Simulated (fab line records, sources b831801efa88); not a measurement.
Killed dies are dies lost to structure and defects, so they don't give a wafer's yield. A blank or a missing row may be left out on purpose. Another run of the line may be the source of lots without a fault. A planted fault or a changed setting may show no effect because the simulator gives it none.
Struck lot and sound lot, side by side || flow gf180mcu || 14 steps out of a route of 602
Sound: wafers L801.2, L801.3, L801.5. Wafers struck: L787.1, L787.4, L787.6. The cause is named last.
Order at every step that has rows: each side's tool, ch and its chambers, its first start. Under that, the readings that differ: sound wafers || struck wafers || difference of the means || sigmas: that difference in standard deviations of wafers without a fault.
alike: readings whose means differ by less than 2 such deviations, and words and numbers that are the same on both sides. not compared: withheld readings, readings that some wafer has no value for, bounds like >300 that may hide the same value, and numbers for which the record gives no deviation and whose values overlap.
A row with sigmas, a row that says differs or no value, or rows on one side alone: a step with any of these is where the two part. Numbers that have no deviation but don't overlap get no sigmas and don't part them. A reading that every wafer of one side lacks parts them only if that side has two wafers or more.

GF_VT_IMPLANT_RS_MEAS_47: a four-point-probe measurement.
  sound: film_metro-03 at day 13 02:02; struck: film_metro-04 at day 9 03:34
  alike: NWELL_RS
GF_VT_IMPLANT_RS_MEAS_48: a four-point-probe measurement.
  sound: film_metro-03 at day 13 02:09; struck: film_metro-04 at day 9 03:41
{"reading": "LVPWELL_RS (ohm/sq)", "sound": "1199.1 1197.8 1203.1", "struck": "1193.8 1191.6 1189.3", "difference": -8.4, "sigmas": -3}
GF_VT_IMPLANT_RS_MEAS_49: a four-point-probe measurement.
  sound: film_metro-03 at day 13 02:16; struck: film_metro-04 at day 9 03:49
  alike: MVPSD_RS
then, 4 steps without rows for these wafers: GF_VT_IMPLANT_WET_ETCH_50 (etches SiO2 in dHF, target depth 20 nm, time 400 s); GF_DUAL_GATE_CLEAN_00 (cleans in SC1/SC2, time 150 s); GF_DUAL_GATE_CLEAN_01 (cleans in dHF, time 20 s); GF_DUAL_GATE_OXIDATION_02 (stabilise 600 s, purge 300 s, target thk 10.887 nm).
GF_DUAL_GATE_THK_MEAS_03:
  sound: film_metro-02 at day 13 04:10; struck: film_metro-04 at day 9 05:58
  alike: DUAL_GATE_OXIDATION_00_THK
then, 4 steps without rows for these wafers: GF_DUAL_GATE_DEHYDRATE_04 (time 60 s); GF_DUAL_GATE_HMDS_05 (prime time 60 s); GF_DUAL_GATE_COAT_06 (resist thk 1000 nm); GF_DUAL_GATE_SOFTBAKE_07 (time 60 s).
GF_DUAL_GATE_EXPOSE_08: exposes mask Dualgate, target cd 700 nm.
  sound on iline_stepper-01 ch 0, day 13 14:02; struck on iline_stepper-01, day 9 14:07
  no value came back on the struck wafers for exposure_dose_mJ_cm2, focus_offset_nm (nm), stage_vel_mm_s (mm/s); on the sound wafers exposure_dose_mJ_cm2 reads 140.05 139.85 139.94
  alike: mask
following that, these wafers have no rows for 1 step: GF_DUAL_GATE_PEB_09.

## WHERE THEY PART
Earliest at GF_VT_IMPLANT_RS_MEAS_48; latest, in this record, at GF_DUAL_GATE_EXPOSE_08.

WHY: whatever the simulator had introduced
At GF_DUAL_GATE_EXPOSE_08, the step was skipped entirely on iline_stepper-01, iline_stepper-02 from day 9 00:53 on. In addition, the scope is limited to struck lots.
